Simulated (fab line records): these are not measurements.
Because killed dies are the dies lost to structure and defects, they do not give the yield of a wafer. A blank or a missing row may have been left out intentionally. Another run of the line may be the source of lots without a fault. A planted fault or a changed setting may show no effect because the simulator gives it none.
One fault seen from 2 desks + flow sky130 + each desk holds nothing but its own numbers, with what lay behind them at the end

== METROLOGY DESK ==
What the gauges read, lot by lot, whatever tool the lot ran on: means of the sampled wafers that have a number. The brackets show how far a lot's mean lies from the usual mean; more than 4 standard deviations puts the lot out of limits, marked OUT.
Columns: A = cdNm at SKY_LI_CONTACT_CD_MEAS_12, usual 169.8 nm; B = CONTACT_W_RS at SKY_CONTACT_RS_MEAS_25, usual 0.339 ohm/sq; C = CONTACT_W_THK at SKY_CONTACT_THK_MEAS_26, usual 342 nm
| lot  | first seen here | A     | B               | C             |
|------|-----------------|-------|-----------------|---------------|
| L326 | day 29 13:54    | 171.3 | 0.341           | 340           |
| L327 | day 30 01:57    | 168.6 | 0.339           | 343           |
| L332 | day 31 21:22    | 169.7 | 0.332           | 346           |
| L333 | day 32 02:07    | 168.1 | 0.330           | 349           |
| L334 | day 32 09:51    | 170.1 | 0.444 (+22) OUT | 264 (-16) OUT |
| L336 | day 33 03:50    | 172.8 | 0.450 (+23) OUT | 257 (-17) OUT |
| L337 | day 33 06:03    | 171.5 | 0.341           | 338           |
| L338 | day 33 15:17    | 169.4 | 0.341           | 341           |
| L344 | day 35 09:21    | 169.6 | 0.338           | 342           |
| L345 | day 35 15:17    | 167.6 | 0.339           | 343           |
| L346 | day 36 00:40    | 168.3 | 0.335           | 345           |
| L347 | day 36 08:09    | 167.9 | 0.334           | 347           |
| L348 | day 36 17:55    | 171.2 | 0.335           | 344           |
This desk's result: L334, L336 out of limits, first on L334 (CONTACT_W_RS at SKY_CONTACT_RS_MEAS_25), day 34 19:15. Within limits: L326, L327, L332, L333, L337, L338, L344, L345, L346, L347, L348.

== THE TOOL OWNER'S DESK: cvdW-01 ==
The tool's own readings at SKY_CONTACT_CVD_24 (deposits W, target thk 340 nm, time 102.12 s): means of the sampled wafers that have a number, for each lot that ran on this tool. The brackets show how far a lot's mean lies from the usual mean; more than 4 standard deviations puts the lot out of limits, marked OUT.
Columns: A = heaterPowerW at SKY_CONTACT_CVD_24, usual 901 W; B = susceptorTempC at SKY_CONTACT_CVD_24, usual 399.98 C
| lot  | first seen here | A   | B      |
|------|-----------------|-----|--------|
| L326 | day 32 01:19    | 853 | 399.95 |
| L332 | day 34 06:40    | 972 | 399.60 |
| L333 | day 34 12:37    | 921 | 400.02 |
| L334 | day 34 19:08    | 867 | 399.90 |
| L336 | day 35 12:24    | 926 | 399.85 |
| L344 | day 37 16:55    | 869 | 400.06 |
| L345 | day 37 23:35    | 873 | 399.91 |
| L346 | day 38 08:25    | 926 | 399.67 |
| L347 | day 38 16:04    | 970 | 400.07 |
| L348 | day 39 01:37    | 923 | 400.17 |
Result from this desk: across the 10 lots, nothing is out of limits.

== PUT TOGETHER ==
L334, L336 would have let the metrology desk raise an alarm at day 34 19:15.
The tool owner's desk saw nothing out of limits.
The tool owner's desk has L334, L336 on record, within its limits.
SKY_CONTACT_CVD_24 was run on cvdW-01 by each of the lots named.

== WHAT WAS PUT IN BY THE SIMULATOR ==
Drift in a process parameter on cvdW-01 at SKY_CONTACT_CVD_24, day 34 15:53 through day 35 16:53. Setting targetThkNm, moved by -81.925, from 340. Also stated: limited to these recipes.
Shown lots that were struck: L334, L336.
Hours from the fault's start to each desk's first reading out of limits: the metrology desk, 3.
